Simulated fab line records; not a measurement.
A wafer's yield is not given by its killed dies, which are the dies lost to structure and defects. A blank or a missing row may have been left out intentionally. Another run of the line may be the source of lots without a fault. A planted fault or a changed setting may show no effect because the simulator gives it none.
The tool behind it: which one? -- flow gf180mcu -- Sampling: 14 lots, 42 wafers, 3 of 602 route steps

== WHAT THE GAUGES SHOWED, per wafer ==
GF_M1_RS_MEAS_05: measures by four-point-probe. Usual: M1_ALCU_RS typically reads 0.0698 ohm/sq, with standard deviation 0.00061.
lot,measured,on,M1_ALCU_RS (ohm/sq),flag
L383,day 15 22:13,film_metro-04,0.0692 0.0695 0.0700,
L384,day 16 08:01,film_metro-04,0.0703 0.0700 0.0701,
L385,day 16 17:46,film_metro-04,0.0701 0.0709 0.0706,
L386,day 17 06:50,film_metro-03,0.0694 0.0696 0.0702,
L390,day 19 00:31,film_metro-03,0.0703 0.0691 0.0696,
L392,day 20 01:35,film_metro-03,0.0693 0.0696 0.0698,
L393,day 20 01:56,film_metro-02,0.0693 0.0706 0.0702,
L394,day 20 07:30,film_metro-04,0.0707 0.0699 0.0699,
L395,day 20 15:08,film_metro-02,0.0691 0.0689 0.0692,
L397,day 21 13:12,film_metro-04,0.0693 0.0700 0.0698,
L399,day 22 00:25,film_metro-04,0.0702 0.0701 0.0702,
L401,day 22 16:53,film_metro-03,0.0709 0.0702 0.0699,
L404,day 23 23:13,film_metro-03,0.0692 0.0702 0.0697,
L406,day 24 09:28,film_metro-02,0.0693 0.0694 0.0696,

GF_V1_RS_MEAS_24: measures by four-point-probe. Usual: V1_W_RS typically reads 0.327 ohm/sq, with standard deviation 0.0037.
lot,measured,on,V1_W_RS (ohm/sq),flag
L383,day 17 22:19,film_metro-04,0.326 0.326 0.325,
L384,day 18 08:20,film_metro-04,0.331 0.330 0.328,
L385,day 18 18:37,film_metro-03,0.324 0.318 0.324,
L386,day 19 09:29,film_metro-01,0.335 0.332 0.331,
L390,day 21 03:44,film_metro-04,0.329 0.329 0.330,
L392,day 22 03:10,film_metro-01,0.328 0.325 0.331,
L393,day 22 03:52,film_metro-04,0.323 0.326 0.325,
L394,day 22 10:59,film_metro-01,0.331 0.331 0.333,
L395,day 22 17:11,film_metro-01,0.330 0.332 0.333,
L397,day 23 14:03,film_metro-04,0.326 0.329 0.326,
L399,day 24 02:22,film_metro-04,0.325 0.321 0.322,
L401,day 24 16:20,film_metro-03,0.321 0.322 0.323,
L404,day 26 02:57,film_metro-04,0.324 0.326 0.326,
L406,day 26 06:47,film_metro-03,0.331 0.331 0.333,

== EACH LOT AND THE TOOL THAT RAN IT (in order: tool; ch and the chambers of the sampled wafers; start) ==
lot,GF_V1_ETCH_16
L383,"rie_diel-03 ch 0,1, day 17 21:26"
L384,"rie_diel-02 ch 1,2, day 18 07:25"
L385,"rie_diel-03 ch 1,3, day 18 17:40"
L386,"rie_diel-02 ch 0,2,3, day 19 08:37"
L390,"rie_diel-02 ch 0,1,2, day 21 02:28"
L392,"rie_diel-03 ch 0,2, day 22 02:13"
L393,"rie_diel-04 ch 0,1,2, day 22 02:58"
L394,"rie_diel-04 ch 2,3, day 22 10:07"
L395,"rie_diel-03 ch 0,3, day 22 16:10"
L397,"rie_diel-02 ch 0,1,3, day 23 13:10"
L399,"rie_diel-03 ch 1,2, day 24 01:28"
L401,"rie_diel-03 ch 0,1,2, day 24 15:28"
L404,"rie_diel-04 ch 1,2, day 26 02:04"
L406,"rie_diel-02 ch 0,2,3, day 26 05:53"
- GF_V1_ETCH_16: etches BARC in N2/H2.

== WHAT THE TOOLS THEMSELVES READ (means of the sampled wafers that have a number; where no wafer has one, the mark that the record gives instead) ==
GF_V1_ETCH_16. Usual: drypump_motor_current_A 5.8 A, standard deviation 0.47; n2_flow_sccm 100.0 sccm, standard deviation 0.31; oes_product_au 0.854 a.u., standard deviation 0.0046; throttle_valve_pct 13.225 %, standard deviation 0.009.
lot,tool,drypump_motor_current_A (A),n2_flow_sccm (sccm),oes_product_au (a.u.),throttle_valve_pct (%),flag
L383,rie_diel-03,6.2,99.7,0.853,13.221,
L384,rie_diel-02,5.9,99.9,0.855,13.228,
L385,rie_diel-03,6.3,100.4,0.854,13.229,
L386,rie_diel-02,5.4,99.9,0.851,13.228,
L390,rie_diel-02,5.7,100.0,0.856,13.225,
L392,rie_diel-03,5.9,100.5,0.855,13.233,
L393,rie_diel-04,5.9,100.2,0.858,13.227,
L394,rie_diel-04,5.5,99.9,0.860,13.229,
L395,rie_diel-03,5.6,99.9,0.853,13.227,
L397,rie_diel-02,5.7,100.0,0.851,13.227,
L399,rie_diel-03,6.4,99.7,0.822,13.228,OFF
L401,rie_diel-03,6.1,100.1,0.830,13.216,OFF
L404,rie_diel-04,5.8,99.9,0.860,13.235,
L406,rie_diel-02,5.4,100.1,0.856,13.225,

== THE ANSWER, worked out from the rows above alone ==
Rule: a lot counts as off when the mean over its wafers that have a number is more than 3 standard deviations away from the usual mean. Also off: a lot with no number at a reading for which 4 or more lots have one. The other lots that the step has rows for count as sound. Order of review: gauges by route order, followed by the tools' own readings, for which a lot's mean as printed above is used. At the first step where some lot is off, the reading lying furthest off is the one used; lots without a number count as furthest.
Off: L399, L401 (GF_V1_ETCH_16, oes_product_au).
A tool fits if, at that step or a process step before it, it ran every lot that is off, and no sound lot after the first of them. One candidate fits, namely rie_diel-03 at GF_V1_ETCH_16. Its last sound lot is L395 (day 22 16:10), its first lot that is off L399 (day 24 01:28): a fault that began between those two fits.
The tool's own readings at GF_V1_ETCH_16 bear it out: on the lots that are off they differ by more than 5 times the standard deviation of the sound lots' means. oes_product_au reads 0.826 a.u. there against 0.855 a.u. on the sound lots.

== WHAT THE SIMULATOR PUT IN ==
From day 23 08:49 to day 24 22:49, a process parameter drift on rie_diel-03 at GF_V1_ETCH_16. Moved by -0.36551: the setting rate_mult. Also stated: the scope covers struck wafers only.
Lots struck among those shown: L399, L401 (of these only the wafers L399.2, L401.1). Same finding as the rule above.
